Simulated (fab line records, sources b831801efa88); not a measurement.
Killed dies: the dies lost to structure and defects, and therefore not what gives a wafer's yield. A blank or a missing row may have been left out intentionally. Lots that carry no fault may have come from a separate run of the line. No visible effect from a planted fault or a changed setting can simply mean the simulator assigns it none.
fab line records / flow sky130 / part 2 of 2: steps 31 to 39 of 39
record lots=5 wafers=15 last_day=50
route steps=708 shown METAL3@569 VIA3@573 METAL4@598 CAP2M@603
lots that met no fault: taken from a fault-free run of the same line
start_h: start of the lot's first displayed wafer, in hours after the record's first day / wait_h: how many hours have passed since the lot's step before this one / " repeats the value in the row above / L1.1+2: several wafers, shown together as one row / - no value, or no start was given / * or withheld: withheld / < > ~ a bound
route shown NAME@n: names a module that has steps shown in the file, with the first one's number in the route / usual: mean/standard deviation taken from wafers without a fault / same: alike in all rows / chamber/n: place in a boat / sites: per-site readings / _std_site: how widely they spread, as a standard deviation / _edge_site: the outer-site mean with the inner-site mean subtracted / radius_mm: for every site, how far away it sits from the centre of the wafer / mask NAME#n: copy n / behind: the last tool/chamber to shape the wafer / hold: cause of the lot's hold/its duration in hours/its outcome / device: the n, p or np transistor that did not switch / end of line: the route-end tests of the same wafers / a step given without rows: its recipe and nothing more / killed: dies that structure and defects cost at the first sort, which is not the same as the wafer's yield / map: the dies of a wafer, with x for killed, . for not killed, _ for no die there
set.NAME: the setting that was run; set.NAME@STEP: the one run at that earlier step / model.NAME: the simulator's own value behind a step, which no gauge read
a table for each step, a row for each wafer; lots at some steps of the route
services: from which hour (start_h, from the record's first day; less than 0 if before it) a tool's chamber was out of use, for how many hours, and why
## steps
# step SKY_METAL4_SPUTTER_01
# recipe material=TiN target_thk_nm=20 power_w=6500 time_s=16.7 chamber_pressure_pa=0.4
# usual throttle_valve_pct=29.6/0.92
lot.wafer=L074.1 tool=pvd_sputter-04 chamber=- start_h=928.93 wait_h=0.0 throttle_valve_pct=31.1
lot.wafer=L074.2 tool=pvd_sputter-04 chamber=- start_h=928.93 wait_h=0.0 throttle_valve_pct=29.7
lot.wafer=L074.3 tool=pvd_sputter-04 chamber=- start_h=928.93 wait_h=0.0 throttle_valve_pct=28.7
lot.wafer=L080.2 tool=pvd_sputter-04 chamber=- start_h=966.77 wait_h=0.0 throttle_valve_pct=28.8
lot.wafer=L080.3 tool=pvd_sputter-04 chamber=- start_h=966.77 wait_h=0.0 throttle_valve_pct=30.6
lot.wafer=L080.4 tool=pvd_sputter-04 chamber=- start_h=966.77 wait_h=0.0 throttle_valve_pct=29.9
lot.wafer=L083.1 tool=pvd_sputter-02 chamber=- start_h=995.40 wait_h=0.0 throttle_valve_pct=29.6
lot.wafer=L083.4 tool=pvd_sputter-02 chamber=- start_h=995.40 wait_h=0.0 throttle_valve_pct=30.4
lot.wafer=L083.6 tool=pvd_sputter-02 chamber=- start_h=995.40 wait_h=0.0 throttle_valve_pct=28.2
lot.wafer=L093.3 tool=pvd_sputter-04 chamber=- start_h=1072.08 wait_h=0.0 throttle_valve_pct=29.5
lot.wafer=L093.4 tool=pvd_sputter-04 chamber=- start_h=1072.08 wait_h=0.0 throttle_valve_pct=28.8
lot.wafer=L093.6 tool=pvd_sputter-04 chamber=- start_h=1072.08 wait_h=0.0 throttle_valve_pct=29.4
lot.wafer=L094.1 tool=pvd_sputter-02 chamber=- start_h=1072.38 wait_h=0.0 throttle_valve_pct=29.0
lot.wafer=L094.2 tool=pvd_sputter-02 chamber=- start_h=1072.38 wait_h=0.0 throttle_valve_pct=30.5
lot.wafer=L094.6 tool=pvd_sputter-02 chamber=- start_h=1072.38 wait_h=0.0 throttle_valve_pct=28.0
# step SKY_METAL4_SPUTTER_02
# recipe material=AlCu target_thk_nm=735 power_w=10600 time_s=39.1 chamber_pressure_pa=0.4
# usual throttle_valve_pct=29.6/0.93
lot.wafer=L074.1 tool=pvd_sputter-04 chamber=- start_h=928.95 wait_h=0.0 throttle_valve_pct=31.1
lot.wafer=L074.2 tool=pvd_sputter-04 chamber=- start_h=928.95 wait_h=0.0 throttle_valve_pct=29.7
lot.wafer=L074.3 tool=pvd_sputter-04 chamber=- start_h=928.95 wait_h=0.0 throttle_valve_pct=28.8
lot.wafer=L080.2 tool=pvd_sputter-04 chamber=- start_h=966.80 wait_h=0.0 throttle_valve_pct=28.5
lot.wafer=L080.3 tool=pvd_sputter-04 chamber=- start_h=966.80 wait_h=0.0 throttle_valve_pct=31.1
lot.wafer=L080.4 tool=pvd_sputter-04 chamber=- start_h=966.80 wait_h=0.0 throttle_valve_pct=29.8
lot.wafer=L083.1 tool=pvd_sputter-02 chamber=- start_h=995.43 wait_h=0.0 throttle_valve_pct=29.5
lot.wafer=L083.4 tool=pvd_sputter-02 chamber=- start_h=995.43 wait_h=0.0 throttle_valve_pct=30.5
lot.wafer=L083.6 tool=pvd_sputter-02 chamber=- start_h=995.43 wait_h=0.0 throttle_valve_pct=28.2
lot.wafer=L093.3 tool=pvd_sputter-04 chamber=- start_h=1072.11 wait_h=0.0 throttle_valve_pct=29.5
lot.wafer=L093.4 tool=pvd_sputter-04 chamber=- start_h=1072.11 wait_h=0.0 throttle_valve_pct=28.5
lot.wafer=L093.6 tool=pvd_sputter-04 chamber=- start_h=1072.11 wait_h=0.0 throttle_valve_pct=29.7
lot.wafer=L094.1 tool=pvd_sputter-02 chamber=- start_h=1072.41 wait_h=0.0 throttle_valve_pct=29.0
lot.wafer=L094.2 tool=pvd_sputter-02 chamber=- start_h=1072.41 wait_h=0.0 throttle_valve_pct=30.4
lot.wafer=L094.6 tool=pvd_sputter-02 chamber=- start_h=1072.41 wait_h=0.0 throttle_valve_pct=28.2
# step SKY_METAL4_SPUTTER_03
# recipe material=Ti target_thk_nm=5 power_w=3000 time_s=3.3 chamber_pressure_pa=0.4
# usual throttle_valve_pct=29.6/0.93
lot.wafer=L074.1 tool=pvd_sputter-04 chamber=- start_h=928.99 wait_h=0.0 throttle_valve_pct=30.9
lot.wafer=L074.2 tool=pvd_sputter-04 chamber=- start_h=928.99 wait_h=0.0 throttle_valve_pct=29.7
lot.wafer=L074.3 tool=pvd_sputter-04 chamber=- start_h=928.99 wait_h=0.0 throttle_valve_pct=28.8
lot.wafer=L080.2 tool=pvd_sputter-04 chamber=- start_h=966.83 wait_h=0.0 throttle_valve_pct=28.7
lot.wafer=L080.3 tool=pvd_sputter-04 chamber=- start_h=966.83 wait_h=0.0 throttle_valve_pct=30.9
lot.wafer=L080.4 tool=pvd_sputter-04 chamber=- start_h=966.83 wait_h=0.0 throttle_valve_pct=29.7
lot.wafer=L083.1 tool=pvd_sputter-02 chamber=- start_h=995.46 wait_h=0.0 throttle_valve_pct=29.3
lot.wafer=L083.4 tool=pvd_sputter-02 chamber=- start_h=995.46 wait_h=0.0 throttle_valve_pct=30.5
lot.wafer=L083.6 tool=pvd_sputter-02 chamber=- start_h=995.46 wait_h=0.0 throttle_valve_pct=27.9
lot.wafer=L093.3 tool=pvd_sputter-04 chamber=- start_h=1072.15 wait_h=0.0 throttle_valve_pct=29.5
lot.wafer=L093.4 tool=pvd_sputter-04 chamber=- start_h=1072.15 wait_h=0.0 throttle_valve_pct=29.0
lot.wafer=L093.6 tool=pvd_sputter-04 chamber=- start_h=1072.15 wait_h=0.0 throttle_valve_pct=29.2
lot.wafer=L094.1 tool=pvd_sputter-02 chamber=- start_h=1072.45 wait_h=0.0 throttle_valve_pct=29.0
lot.wafer=L094.2 tool=pvd_sputter-02 chamber=- start_h=1072.45 wait_h=0.0 throttle_valve_pct=30.4
lot.wafer=L094.6 tool=pvd_sputter-02 chamber=- start_h=1072.45 wait_h=0.0 throttle_valve_pct=28.2
# step SKY_METAL4_SPUTTER_04
# recipe material=TiN target_thk_nm=70 power_w=6500 time_s=58.3 chamber_pressure_pa=0.4
# usual throttle_valve_pct=29.6/0.88
lot.wafer=L074.1 tool=pvd_sputter-04 chamber=- start_h=929.01 wait_h=0.0 throttle_valve_pct=30.9
lot.wafer=L074.2 tool=pvd_sputter-04 chamber=- start_h=929.01 wait_h=0.0 throttle_valve_pct=29.5
lot.wafer=L074.3 tool=pvd_sputter-04 chamber=- start_h=929.01 wait_h=0.0 throttle_valve_pct=28.9
lot.wafer=L080.2 tool=pvd_sputter-04 chamber=- start_h=966.85 wait_h=0.0 throttle_valve_pct=29.0
lot.wafer=L080.3 tool=pvd_sputter-04 chamber=- start_h=966.85 wait_h=0.0 throttle_valve_pct=30.9
lot.wafer=L080.4 tool=pvd_sputter-04 chamber=- start_h=966.85 wait_h=0.0 throttle_valve_pct=29.5
lot.wafer=L083.1 tool=pvd_sputter-02 chamber=- start_h=995.48 wait_h=0.0 throttle_valve_pct=29.7
lot.wafer=L083.4 tool=pvd_sputter-02 chamber=- start_h=995.48 wait_h=0.0 throttle_valve_pct=30.3
lot.wafer=L083.6 tool=pvd_sputter-02 chamber=- start_h=995.48 wait_h=0.0 throttle_valve_pct=28.1
lot.wafer=L093.3 tool=pvd_sputter-04 chamber=- start_h=1072.16 wait_h=0.0 throttle_valve_pct=29.4
lot.wafer=L093.4 tool=pvd_sputter-04 chamber=- start_h=1072.16 wait_h=0.0 throttle_valve_pct=28.7
lot.wafer=L093.6 tool=pvd_sputter-04 chamber=- start_h=1072.16 wait_h=0.0 throttle_valve_pct=29.3
lot.wafer=L094.1 tool=pvd_sputter-02 chamber=- start_h=1072.46 wait_h=0.0 throttle_valve_pct=29.0
lot.wafer=L094.2 tool=pvd_sputter-02 chamber=- start_h=1072.46 wait_h=0.0 throttle_valve_pct=30.1
lot.wafer=L094.6 tool=pvd_sputter-02 chamber=- start_h=1072.46 wait_h=0.0 throttle_valve_pct=28.1
# step SKY_CAP2M_CVD_00
# recipe material=SiO2 target_thk_nm=15.5 temp_c=400 time_s=withheld rf_w=450
# usual heater_power_w=708/83 susceptor_temp_C=399.96/0.23
lot.wafer=L074.1 tool=pecvd-03 chamber=1 start_h=929.06 wait_h=0.0 heater_power_w=763 susceptor_temp_C=399.85
lot.wafer=L074.2 tool=pecvd-03 chamber=2 start_h=929.06 wait_h=0.0 heater_power_w=708 susceptor_temp_C=399.93
lot.wafer=L074.3 tool=pecvd-03 chamber=0 start_h=929.06 wait_h=0.0 heater_power_w=672 susceptor_temp_C=400.19
lot.wafer=L080.2 tool=pecvd-01 chamber=1 start_h=966.90 wait_h=0.0 heater_power_w=914 susceptor_temp_C=399.79
lot.wafer=L080.3 tool=pecvd-01 chamber=0 start_h=966.90 wait_h=0.0 heater_power_w=751 susceptor_temp_C=400.11
lot.wafer=L080.4 tool=pecvd-01 chamber=0 start_h=966.90 wait_h=0.0 heater_power_w=743 susceptor_temp_C=400.11
lot.wafer=L083.1 tool=pecvd-01 chamber=0 start_h=995.53 wait_h=0.0 heater_power_w=713 susceptor_temp_C=400.02
lot.wafer=L083.4 tool=pecvd-01 chamber=2 start_h=995.53 wait_h=0.0 heater_power_w=600 susceptor_temp_C=399.76
lot.wafer=L083.6 tool=pecvd-01 chamber=0 start_h=995.53 wait_h=0.0 heater_power_w=714 susceptor_temp_C=399.90
lot.wafer=L093.3 tool=pecvd-02 chamber=1 start_h=1072.21 wait_h=0.0 heater_power_w=720 susceptor_temp_C=399.70
lot.wafer=L093.4 tool=pecvd-02 chamber=1 start_h=1072.21 wait_h=0.0 heater_power_w=725 susceptor_temp_C=399.58
lot.wafer=L093.6 tool=pecvd-02 chamber=0 start_h=1072.21 wait_h=0.0 heater_power_w=644 susceptor_temp_C=399.85
lot.wafer=L094.1 tool=pecvd-03 chamber=1 start_h=1072.51 wait_h=0.0 heater_power_w=756 susceptor_temp_C=400.28
lot.wafer=L094.2 tool=pecvd-03 chamber=0 start_h=1072.51 wait_h=0.0 heater_power_w=730 susceptor_temp_C=400.11
lot.wafer=L094.6 tool=pecvd-03 chamber=2 start_h=1072.51 wait_h=0.0 heater_power_w=589 susceptor_temp_C=399.80
# step SKY_CAP2M_THK_MEAS_01
# recipe reads=SiO2_of_CAP2M_CVD_00
# usual CAP2M_CVD_00_THK=15.45/0.24
lot.wafer=L074.1 tool=film_metro-02 chamber=- start_h=929.08 wait_h=- CAP2M_CVD_00_THK[nm]=15.20
lot.wafer=L074.2 tool=film_metro-02 chamber=- start_h=929.08 wait_h=- CAP2M_CVD_00_THK[nm]=15.23
lot.wafer=L074.3 tool=film_metro-02 chamber=- start_h=929.08 wait_h=- CAP2M_CVD_00_THK[nm]=15.22
lot.wafer=L080.2 tool=film_metro-03 chamber=- start_h=966.93 wait_h=- CAP2M_CVD_00_THK[nm]=15.11
lot.wafer=L080.3 tool=film_metro-03 chamber=- start_h=966.93 wait_h=- CAP2M_CVD_00_THK[nm]=15.29
lot.wafer=L080.4 tool=film_metro-03 chamber=- start_h=966.93 wait_h=- CAP2M_CVD_00_THK[nm]=15.40
lot.wafer=L083.1 tool=film_metro-01 chamber=- start_h=995.57 wait_h=- CAP2M_CVD_00_THK[nm]=15.35
lot.wafer=L083.4 tool=film_metro-01 chamber=- start_h=995.57 wait_h=- CAP2M_CVD_00_THK[nm]=15.45
lot.wafer=L083.6 tool=film_metro-01 chamber=- start_h=995.57 wait_h=- CAP2M_CVD_00_THK[nm]=15.48
lot.wafer=L093.3 tool=film_metro-02 chamber=- start_h=1072.26 wait_h=- CAP2M_CVD_00_THK[nm]=15.36
lot.wafer=L093.4 tool=film_metro-02 chamber=- start_h=1072.26 wait_h=- CAP2M_CVD_00_THK[nm]=15.86
lot.wafer=L093.6 tool=film_metro-02 chamber=- start_h=1072.26 wait_h=- CAP2M_CVD_00_THK[nm]=15.56
lot.wafer=L094.1 tool=film_metro-03 chamber=- start_h=1072.54 wait_h=- CAP2M_CVD_00_THK[nm]=15.27
lot.wafer=L094.2 tool=film_metro-03 chamber=- start_h=1072.54 wait_h=- CAP2M_CVD_00_THK[nm]=15.54
lot.wafer=L094.6 tool=film_metro-03 chamber=- start_h=1072.54 wait_h=- CAP2M_CVD_00_THK[nm]=15.71
# step SKY_CAP2M_SPUTTER_02
# recipe material=TiN target_thk_nm=200 temp_c=300 power_w=6500 time_s=166.7 chamber_pressure_pa=0.4
# usual susceptor_temp_C=299.96/0.18 throttle_valve_pct=29.7/0.74
lot.wafer=L074.1 tool=pvd_sputter-02 chamber=- start_h=929.14 wait_h=0.1 susceptor_temp_C=299.78 throttle_valve_pct=30.3
lot.wafer=L074.2 tool=pvd_sputter-02 chamber=- start_h=929.14 wait_h=0.1 susceptor_temp_C=299.66 throttle_valve_pct=29.7
lot.wafer=L074.3 tool=pvd_sputter-02 chamber=- start_h=929.14 wait_h=0.1 susceptor_temp_C=300.14 throttle_valve_pct=29.2
lot.wafer=L080.2 tool=pvd_sputter-02 chamber=- start_h=966.98 wait_h=0.0 susceptor_temp_C=300.12 throttle_valve_pct=30.3
lot.wafer=L080.3 tool=pvd_sputter-02 chamber=- start_h=966.98 wait_h=0.0 susceptor_temp_C=300.19 throttle_valve_pct=29.3
lot.wafer=L080.4 tool=pvd_sputter-02 chamber=- start_h=966.98 wait_h=0.0 susceptor_temp_C=299.93 throttle_valve_pct=29.4
lot.wafer=L083.1 tool=pvd_sputter-01 chamber=- start_h=995.63 wait_h=0.1 susceptor_temp_C=299.80 throttle_valve_pct=29.3
lot.wafer=L083.4 tool=pvd_sputter-01 chamber=- start_h=995.63 wait_h=0.1 susceptor_temp_C=299.80 throttle_valve_pct=30.0
lot.wafer=L083.6 tool=pvd_sputter-01 chamber=- start_h=995.63 wait_h=0.1 susceptor_temp_C=299.66 throttle_valve_pct=30.6
lot.wafer=L093.3 tool=pvd_sputter-01 chamber=- start_h=1072.30 wait_h=0.0 susceptor_temp_C=299.72 throttle_valve_pct=29.4
lot.wafer=L093.4 tool=pvd_sputter-01 chamber=- start_h=1072.30 wait_h=0.0 susceptor_temp_C=299.89 throttle_valve_pct=28.8
lot.wafer=L093.6 tool=pvd_sputter-01 chamber=- start_h=1072.30 wait_h=0.0 susceptor_temp_C=300.12 throttle_valve_pct=30.1
lot.wafer=L094.1 tool=pvd_sputter-04 chamber=- start_h=1072.60 wait_h=0.1 susceptor_temp_C=300.00 throttle_valve_pct=29.7
lot.wafer=L094.2 tool=pvd_sputter-04 chamber=- start_h=1072.60 wait_h=0.1 susceptor_temp_C=299.93 throttle_valve_pct=29.5
lot.wafer=L094.6 tool=pvd_sputter-04 chamber=- start_h=1072.60 wait_h=0.1 susceptor_temp_C=299.96 throttle_valve_pct=29.8
# step SKY_CAP2M_RS_MEAS_03
# recipe thk_meas_gauge=four-point-probe reads=TiN_of_CAP2M_SPUTTER_02
# usual CAP2M_TIN_RS=6.89/0.096
lot.wafer=L074.1 tool=film_metro-01 chamber=- start_h=929.25 wait_h=0.1 CAP2M_TIN_RS[ohm/sq]=6.88
lot.wafer=L074.2 tool=film_metro-01 chamber=- start_h=929.25 wait_h=0.1 CAP2M_TIN_RS[ohm/sq]=6.95
lot.wafer=L074.3 tool=film_metro-01 chamber=- start_h=929.25 wait_h=0.1 CAP2M_TIN_RS[ohm/sq]=6.82
lot.wafer=L080.2 tool=film_metro-01 chamber=- start_h=967.11 wait_h=0.1 CAP2M_TIN_RS[ohm/sq]=6.99
lot.wafer=L080.3 tool=film_metro-01 chamber=- start_h=967.11 wait_h=0.1 CAP2M_TIN_RS[ohm/sq]=6.89
lot.wafer=L080.4 tool=film_metro-01 chamber=- start_h=967.11 wait_h=0.1 CAP2M_TIN_RS[ohm/sq]=6.95
lot.wafer=L083.1 tool=film_metro-01 chamber=- start_h=995.74 wait_h=0.1 CAP2M_TIN_RS[ohm/sq]=6.65
lot.wafer=L083.4 tool=film_metro-01 chamber=- start_h=995.74 wait_h=0.1 CAP2M_TIN_RS[ohm/sq]=6.72
lot.wafer=L083.6 tool=film_metro-01 chamber=- start_h=995.74 wait_h=0.1 CAP2M_TIN_RS[ohm/sq]=6.64
lot.wafer=L093.3 tool=film_metro-02 chamber=- start_h=1072.44 wait_h=0.1 CAP2M_TIN_RS[ohm/sq]=6.92
lot.wafer=L093.4 tool=film_metro-02 chamber=- start_h=1072.44 wait_h=0.1 CAP2M_TIN_RS[ohm/sq]=6.93
lot.wafer=L093.6 tool=film_metro-02 chamber=- start_h=1072.44 wait_h=0.1 CAP2M_TIN_RS[ohm/sq]=6.96
lot.wafer=L094.1 tool=film_metro-02 chamber=- start_h=1072.70 wait_h=0.1 CAP2M_TIN_RS[ohm/sq]=6.99
lot.wafer=L094.2 tool=film_metro-02 chamber=- start_h=1072.70 wait_h=0.1 CAP2M_TIN_RS[ohm/sq]=7.02
lot.wafer=L094.6 tool=film_metro-02 chamber=- start_h=1072.70 wait_h=0.1 CAP2M_TIN_RS[ohm/sq]=6.91
# step SKY_CAP2M_THK_MEAS_04
# recipe thk_meas_gauge=xrf reads=TiN_of_CAP2M_SPUTTER_02
# usual CAP2M_TIN_THK=202.0/2.7
lot.wafer=L074.1 tool=film_metro-01 chamber=- start_h=929.37 wait_h=0.1 CAP2M_TIN_THK[nm]=200.8
lot.wafer=L074.2 tool=film_metro-01 chamber=- start_h=929.37 wait_h=0.1 CAP2M_TIN_THK[nm]=199.4
lot.wafer=L074.3 tool=film_metro-01 chamber=- start_h=929.37 wait_h=0.1 CAP2M_TIN_THK[nm]=203.1
lot.wafer=L080.2 tool=film_metro-01 chamber=- start_h=967.22 wait_h=0.1 CAP2M_TIN_THK[nm]=197.4
lot.wafer=L080.3 tool=film_metro-01 chamber=- start_h=967.22 wait_h=0.1 CAP2M_TIN_THK[nm]=202.1
lot.wafer=L080.4 tool=film_metro-01 chamber=- start_h=967.22 wait_h=0.1 CAP2M_TIN_THK[nm]=198.4
lot.wafer=L083.1 tool=film_metro-01 chamber=- start_h=995.86 wait_h=0.1 CAP2M_TIN_THK[nm]=208.9
lot.wafer=L083.4 tool=film_metro-01 chamber=- start_h=995.86 wait_h=0.1 CAP2M_TIN_THK[nm]=206.3
lot.wafer=L083.6 tool=film_metro-01 chamber=- start_h=995.86 wait_h=0.1 CAP2M_TIN_THK[nm]=208.9
lot.wafer=L093.3 tool=film_metro-02 chamber=- start_h=1072.54 wait_h=0.1 CAP2M_TIN_THK[nm]=200.7
lot.wafer=L093.4 tool=film_metro-02 chamber=- start_h=1072.54 wait_h=0.1 CAP2M_TIN_THK[nm]=200.7
lot.wafer=L093.6 tool=film_metro-02 chamber=- start_h=1072.54 wait_h=0.1 CAP2M_TIN_THK[nm]=200.0
lot.wafer=L094.1 tool=film_metro-02 chamber=- start_h=1072.82 wait_h=0.1 CAP2M_TIN_THK[nm]=199.5
lot.wafer=L094.2 tool=film_metro-02 chamber=- start_h=1072.82 wait_h=0.1 CAP2M_TIN_THK[nm]=198.0
lot.wafer=L094.6 tool=film_metro-02 chamber=- start_h=1072.82 wait_h=0.1 CAP2M_TIN_THK[nm]=201.2
## services
tool=hdpcvd-01 chamber=- start_h=885.19 hours=8.7 kind=repair
tool=cvd_w-02 chamber=1 start_h=886.28 hours=8.1 kind=repair
tool=cmp-02 chamber=- start_h=887.97 hours=0.3 kind=repair
tool=pvd_sputter-04 chamber=- start_h=888.09 hours=2.7 kind=repair
tool=pvd_sputter-02 chamber=- start_h=898.85 hours=0.9 kind=repair
tool=wet_bench-02 chamber=- start_h=906.85 hours=1.2 kind=repair
tool=wet_bench-03 chamber=- start_h=908.26 hours=4.0 kind=repair
tool=cmp-02 chamber=- start_h=911.49 hours=7.9 kind=pm
tool=cmp-01 chamber=- start_h=912.00 hours=4.0 kind=pm
tool=krf_scanner-01 chamber=- start_h=918.70 hours=0.8 kind=pm
tool=cmp-01 chamber=- start_h=941.45 hours=2.4 kind=repair
tool=hdpcvd-01 chamber=1 start_h=946.74 hours=6.6 kind=repair
tool=cvd_w-02 chamber=1 start_h=949.67 hours=17.9 kind=repair
tool=cmp-02 chamber=- start_h=954.22 hours=0.5 kind=repair
tool=cmp-01 chamber=- start_h=954.67 hours=9.8 kind=repair
tool=rie_diel-01 chamber=0 start_h=957.21 hours=16.2 kind=repair
tool=cmp-01 chamber=- start_h=963.10 hours=0.7 kind=repair
tool=rie_diel-01 chamber=1 start_h=966.90 hours=7.1 kind=repair
tool=cmp-01 chamber=- start_h=981.69 hours=0.6 kind=repair
tool=cmp-01 chamber=- start_h=993.37 hours=8.0 kind=repair
tool=pvd_sputter-02 chamber=- start_h=997.40 hours=1.4 kind=repair
tool=pvd_sputter-02 chamber=- start_h=1024.00 hours=2.0 kind=repair
tool=cmp-01 chamber=- start_h=1045.02 hours=6.3 kind=pm
tool=cmp-02 chamber=- start_h=1059.55 hours=0.9 kind=repair
